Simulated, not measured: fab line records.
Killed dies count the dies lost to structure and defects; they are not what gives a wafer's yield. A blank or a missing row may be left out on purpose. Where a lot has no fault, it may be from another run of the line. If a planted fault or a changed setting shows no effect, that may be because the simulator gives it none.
Which tool was responsible? | flow sky130 | 13 lots with 37 wafers sampled at 4 steps, on a route of 708 steps

WHAT THE GAUGES READ, wafer by wafer
SKY_FIELD_ISO_THK_MEAS_23. Usual: for FIELD_ISO_OXIDATION_01_THK the level is 9.98 nm and the standard deviation is 0.19.
lot  | measured    | on           | FIELD_ISO_OXIDATION_01_THK (nm) | flag
L814 | day 2 14:15 | filmMetro-01 | 9.81 10.00 9.77                 | 
L816 | day 2 15:27 | filmMetro-03 | 9.69 9.90 9.71                  | 
L818 | day 2 23:32 | filmMetro-02 | 9.87 9.81 9.79                  | 
L821 | day 3 20:15 | filmMetro-03 | 10.03 10.03 10.38               | 
L823 | day 4 06:35 | filmMetro-03 | 9.76 9.84 9.92                  | 
L824 | day 4 13:54 | filmMetro-02 | 9.92 9.92 9.96                  | 
L825 | day 4 21:02 | filmMetro-03 | 10.17 10.01 10.01               | 
L826 | day 4 21:02 | filmMetro-01 | 9.85 9.96 9.90                  | 
L831 | day 5 22:36 | filmMetro-01 | 10.07 10.15                     | 
L832 | day 6 07:07 | filmMetro-02 | 10.05 10.11                     | 
L833 | day 6 13:19 | filmMetro-02 | 9.93 9.85 9.88                  | 
L834 | day 6 14:29 | filmMetro-02 | 9.91 9.95 10.05                 | 
L837 | day 7 07:53 | filmMetro-03 | 10.19 10.25 10.16               | 

SKY_NWELL_TW_MEAS_15. Usual: for NWELL_TW the level is 1823 and the standard deviation is 12.
lot  | measured     | on           | NWELL_TW       | flag
L814 | day 4 21:56  | filmMetro-03 | 1819 1821 1815 | 
L816 | day 5 01:07  | filmMetro-01 | 1843 1832 1845 | 
L818 | day 5 07:36  | filmMetro-04 | 1812 1818 1823 | 
L821 | day 6 05:58  | filmMetro-03 | 1825 1830 1832 | 
L823 | day 6 19:17  | filmMetro-01 | 1842 1836 1833 | 
L824 | day 7 10:36  | filmMetro-04 | 1804 1808 1806 | 
L825 | day 7 18:22  | filmMetro-04 | 1811 1809 1798 | 
L826 | day 7 18:38  | filmMetro-01 | 1838 1826 1836 | 
L831 | day 8 16:27  | filmMetro-03 | 1808 1796      | 
L832 | day 9 02:10  | filmMetro-01 | 1837 1840      | 
L833 | day 9 08:26  | filmMetro-04 | 1813 1813 1818 | 
L834 | day 9 08:47  | filmMetro-03 | 1813 1822 1809 | 
L837 | day 10 05:24 | filmMetro-01 | 1827 1829 1830 | 

TOOL THAT RAN EACH LOT (tool first, then ch and the chambers of the sampled wafers, then the start)
lot  | SKY_FIELD_ISO_ETCH_15            | SKY_FIELD_ISO_ETCH_17
L814 | rieDiel-03 ch 1,2,3, day 2 11:31 | rieSi-01 ch 0,1,3, day 2 11:40
L816 | rieDiel-01 ch 0,1, day 2 13:33   | rieSi-01 ch 1,2,3, day 2 13:42
L818 | rieDiel-03 ch 0,3, day 2 21:05   | rieSi-01 ch 0,1, day 2 21:15
L821 | rieDiel-01 ch 0,1,2, day 3 17:29 | rieSi-02 ch 1,2,3, day 3 17:39
L823 | rieDiel-01 ch 0,3, day 4 03:08   | rieSi-02 ch 1,2,3, day 4 03:17
L824 | rieDiel-03 ch 0,1,3, day 4 09:59 | rieSi-01 ch 0,3, day 4 10:08
L825 | rieDiel-03 ch 1,2,3, day 4 14:29 | rieSi-02 ch 0,1,3, day 4 14:39
L826 | rieDiel-03 ch 1,2,3, day 4 19:08 | rieSi-02 ch 1,2, day 4 19:17
L831 | rieDiel-01 ch 1,2, day 5 20:39   | rieSi-02 ch 0,1, day 5 20:55
L832 | rieDiel-02 ch 0,2, day 6 05:23   | rieSi-02 ch 0,3, day 6 05:33
L833 | rieDiel-01 ch 1,2,3, day 6 10:14 | rieSi-01 ch 0,1,3, day 6 10:23
L834 | rieDiel-03 ch 1,2, day 6 12:44   | rieSi-02 ch 0,1,3, day 6 12:53
L837 | rieDiel-03 ch 0,1, day 7 06:12   | rieSi-01 ch 0,3, day 7 06:22
- SKY_FIELD_ISO_ETCH_15: etches the open film in CHF3/O2, stops on Si, target depth 180 nm, time 72 s.
- SKY_FIELD_ISO_ETCH_17: etches Si in HBr/Cl2/O2, target depth 342 nm, time 97.7 s.

AS READ BY THE TOOLS THEMSELVES (means over the sampled wafers that have a number; for cases with no such wafer, the mark the record gives instead)
SKY_FIELD_ISO_ETCH_15. Usual: drypumpMotorCurrentA 5.8 A, standard deviation 0.3; oesProductAu 0.948 a.u., standard deviation 0.0067; runLengthS 100.3 s, standard deviation 0.56; throttleValvePct 8.845 %, standard deviation 0.0091.
lot  | tool       | drypumpMotorCurrentA (A) | oesProductAu (a.u.) | runLengthS (s) | throttleValvePct (%) | flag
L814 | rieDiel-03 | 6.0                      | 0.952               | 99.6           | 8.846                | 
L816 | rieDiel-01 | 5.5                      | 0.944               | 100.1          | 8.845                | 
L818 | rieDiel-03 | 5.9                      | 0.940               | 100.1          | 8.853                | 
L821 | rieDiel-01 | 5.7                      | 0.939               | 100.5          | 8.841                | 
L823 | rieDiel-01 | 5.7                      | 0.952               | 100.6          | 8.834                | 
L824 | rieDiel-03 | 5.7                      | 0.952               | 100.0          | 8.845                | 
L825 | rieDiel-03 | 6.1                      | 0.946               | 99.8           | 8.846                | 
L826 | rieDiel-03 | 6.1                      | 0.939               | 99.9           | 8.844                | 
L831 | rieDiel-01 | 5.6                      | 0.952               | 100.6          | 8.845                | 
L832 | rieDiel-02 | 5.7                      | 0.962               | 100.5          | 8.843                | 
L833 | rieDiel-01 | 5.7                      | 0.962               | 100.6          | 8.854                | 
L834 | rieDiel-03 | 6.1                      | 0.951               | 99.7           | 8.846                | 
L837 | rieDiel-03 | 5.4                      | 0.944               | 100.3          | 8.847                | 

SKY_FIELD_ISO_ETCH_17. Usual: HBr_flow_sccm 150.0 sccm, standard deviation 0.45; drypumpMotorCurrentA 6.0 A, standard deviation 0.51; oesProductAu 1.007 a.u., standard deviation 0.0099; runLengthS 126.0 s, standard deviation 0.34; throttleValvePct 25.651 %, standard deviation 0.011.
lot  | tool     | HBr_flow_sccm (sccm) | drypumpMotorCurrentA (A) | oesProductAu (a.u.) | runLengthS (s) | throttleValvePct (%) | flag
L814 | rieSi-01 | 150.2                | 5.7                      | 1.011               | 126.1          | 25.649               | 
L816 | rieSi-01 | 150.2                | 6.2                      | 1.003               | 126.1          | 25.669               | 
L818 | rieSi-01 | 150.4                | 5.9                      | 1.003               | 126.0          | 25.659               | 
L821 | rieSi-02 | 150.0                | 6.1                      | 1.013               | 126.1          | 25.649               | 
L823 | rieSi-02 | 150.0                | 6.1                      | 1.006               | 126.2          | 25.652               | 
L824 | rieSi-01 | 149.8                | 5.6                      | 1.023               | 126.2          | 25.643               | 
L825 | rieSi-02 | 150.2                | 5.7                      | 1.006               | 126.1          | 25.646               | 
L826 | rieSi-02 | 150.0                | 6.2                      | 1.008               | 126.5          | 25.664               | 
L831 | rieSi-02 | 150.0                | 5.5                      | 1.002               | 105.6          | 25.649               | OFF
L832 | rieSi-02 | 150.4                | 5.5                      | 0.998               | 104.8          | 25.645               | OFF
L833 | rieSi-01 | 149.8                | 5.8                      | 1.014               | 126.0          | 25.646               | 
L834 | rieSi-02 | 149.8                | 5.7                      | 1.016               | 112.2          | 25.645               | OFF
L837 | rieSi-01 | 149.8                | 5.6                      | 1.006               | 125.9          | 25.645               | 

THE ANSWER, worked out from the rows above alone
Rule: lot off if the mean of its wafers having a number is beyond 3 standard deviations from the usual mean. A lot without any number at a reading at which 4 lots or more have one is off too. Where the step has rows for the other lots, those lots are counted as sound. Order of review: gauges by route order, followed by the tools' own readings, for which a lot's mean as printed above is used. The first step at which some lot is off is used, and at that step the reading that is off furthest; a lot without a number counts as furthest.
Off: L831, L832, L834, at SKY_FIELD_ISO_ETCH_17 (runLengthS).
If a tool, at that step or one of the process steps before it, ran each lot that is off and ran no sound lot following the first of them, it fits. One fits: rieSi-02 at SKY_FIELD_ISO_ETCH_17. A fault onset in the window from L826 (day 4 19:17, its last sound lot) to L831 (day 5 20:55, its first lot off) fits.
On the lots that are off, the tool's own readings at SKY_FIELD_ISO_ETCH_17 differ by more than 5 times the standard deviation of the sound lots' means, which bears it out; runLengthS reads 107.5 s there versus 126.1 s on the sound lots.

WHAT THE SIMULATOR HAD INSERTED
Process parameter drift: rieSi-02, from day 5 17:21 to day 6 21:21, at SKY_FIELD_ISO_ETCH_17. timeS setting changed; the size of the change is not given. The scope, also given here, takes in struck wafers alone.
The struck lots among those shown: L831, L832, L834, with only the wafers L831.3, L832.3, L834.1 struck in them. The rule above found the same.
